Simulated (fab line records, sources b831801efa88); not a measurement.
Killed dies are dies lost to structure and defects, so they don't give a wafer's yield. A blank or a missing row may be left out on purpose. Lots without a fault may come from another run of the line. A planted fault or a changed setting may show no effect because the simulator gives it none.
Split-lot experiment | flow sfq_line | 5 lots, 23 wafers read, on a route of 325 steps

THE SPLIT
At SFQ_TRILAYER_M6_LITHO_COAT_164 (resist thk 62 nm), the setting spin_rpm was moved away from the recipe's 3000 rpm on 8 of the 23 wafers read, by -5.4% to +7.5%. The other wafers ran this setting at the recipe's value.

The reading is taken at the split's own step.

THE READING
BARC_of_TRILAYER_M6_LITHO_COAT_164.thk_nm (the simulator's own value, which no gauge read), in nm, at SFQ_TRILAYER_M6_LITHO_COAT_164 (resist thk 62 nm). The file gives no usual value for it. The 15 wafers here that ran the recipe average 61.97 nm, standard deviation 0.14 nm.

wafer  | tool, chamber at the split | spin_rpm as run, rpm | against the recipe | BARC_of_TRILAYER_M6_LITHO_COAT_164.thk_nm, nm | against lot-mates on the recipe
L075.1 | litho_track-02, 0          | 2865                 | -4.5%              | 63.18                                         | +1.42
L075.2 | litho_track-02, 0          | 3000                 | recipe             | 61.77                                         | -
L075.3 | litho_track-02, 0          | 3000                 | recipe             | 61.75                                         | -
L075.4 | litho_track-02, 0          | 2865                 | -4.5%              | 63.25                                         | +1.49
L075.5 | litho_track-02, 0          | 2865                 | -4.5%              | 63.29                                         | +1.53
L076.2 | litho_track-02, 0          | 3000                 | recipe             | 61.93                                         | -
L076.3 | litho_track-02, 0          | 3000                 | recipe             | 61.87                                         | -
L076.4 | litho_track-02, 0          | 3000                 | recipe             | 62.1                                          | -
L076.5 | litho_track-02, 0          | 3000                 | recipe             | 61.9                                          | -
L076.6 | litho_track-02, 0          | 3000                 | recipe             | 62.2                                          | -
L077.1 | litho_track-04, 0          | 3000                 | recipe             | 61.99                                         | -
L077.2 | litho_track-04, 0          | 3000                 | recipe             | 62.06                                         | -
L077.4 | litho_track-04, 0          | 2839                 | -5.4%              | 63.72                                         | +1.74
L077.5 | litho_track-04, 0          | 2839                 | -5.4%              | 63.9                                          | +1.92
L077.6 | litho_track-04, 0          | 3000                 | recipe             | 61.88                                         | -
L081.1 | litho_track-02, 0          | 3000                 | recipe             | 61.8                                          | -
L081.3 | litho_track-02, 0          | 3225                 | +7.5%              | 59.64                                         | -2.25
L081.4 | litho_track-02, 0          | 3225                 | +7.5%              | 59.58                                         | -2.31
L081.5 | litho_track-02, 0          | 3225                 | +7.5%              | 59.75                                         | -2.14
L081.6 | litho_track-02, 0          | 3000                 | recipe             | 61.98                                         | -
L083.1 | litho_track-02, 0          | 3000                 | recipe             | 62.16                                         | -
L083.3 | litho_track-02, 0          | 3000                 | recipe             | 62.07                                         | -
L083.4 | litho_track-02, 0          | 3000                 | recipe             | 62.06                                         | -

THE FIT
A straight line over all 23 wafers: BARC_of_TRILAYER_M6_LITHO_COAT_164.thk_nm changes by -0.31 nm for each +1% of spin_rpm; r = -0.99; the points scatter about the line by 0.14 nm.
The same after taking each lot's own level away (the mean of its wafers on the recipe; 23 wafers): -0.313 nm for each +1%; r = -1.00; scatter 0.1 nm.
On that fit, the largest move of spin_rpm shifts the reading by 2.3 nm.
The lots' own levels span 61.760 to 62.097 nm, that is 2.5 times the standard deviation above.
So the lot-to-lot level changes the slope little: the two slopes agree.
Check: with one of the wafers moved furthest among these (+7.5%) left out of the fit, the line predicts -2.33 nm for it against its lot-mates. It came out at -2.25 nm against them.

OTHER SPLITS ON THESE WAFERS
These wafers also went through other splits before the reading. Each is held against what the fit with the lots' levels taken away leaves over:
other split on the same wafers               | wafers away from the commonest value | r with BARC_of_TRILAYER_M6_LITHO_COAT_164.thk_nm (lot level and that fit taken away)
SFQ_TRILAYER_M5_LITHO_COAT_128 resist_thk_nm | 9                                    | -0.27
SFQ_TRILAYER_M5_ETCH_METAL_ETCH_126 time_s   | 5                                    | +0.16
SFQ_TRILAYER_R5_DEP_SPUTTER_133 time_s       | 6                                    | -0.18
SFQ_TRILAYER_R5_LITHO_COAT_141 spin_rpm      | 10                                   | -0.39
SFQ_TRILAYER_R5_ETCH_METAL_ETCH_139 time_s   | 8                                    | +0.05
SFQ_TRILAYER_I5_LITHO_PEB_147 peb_temp_c     | 8                                    | -0.10
SFQ_TRILAYER_C5_LITHO_PEB_154 peb_temp_c     | 5                                    | +0.05

THE FILE'S OWN FIT
BARC_of_TRILAYER_M6_LITHO_COAT_164.thk_nm changes by -0.316 nm for each +1% of spin_rpm, r = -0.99.
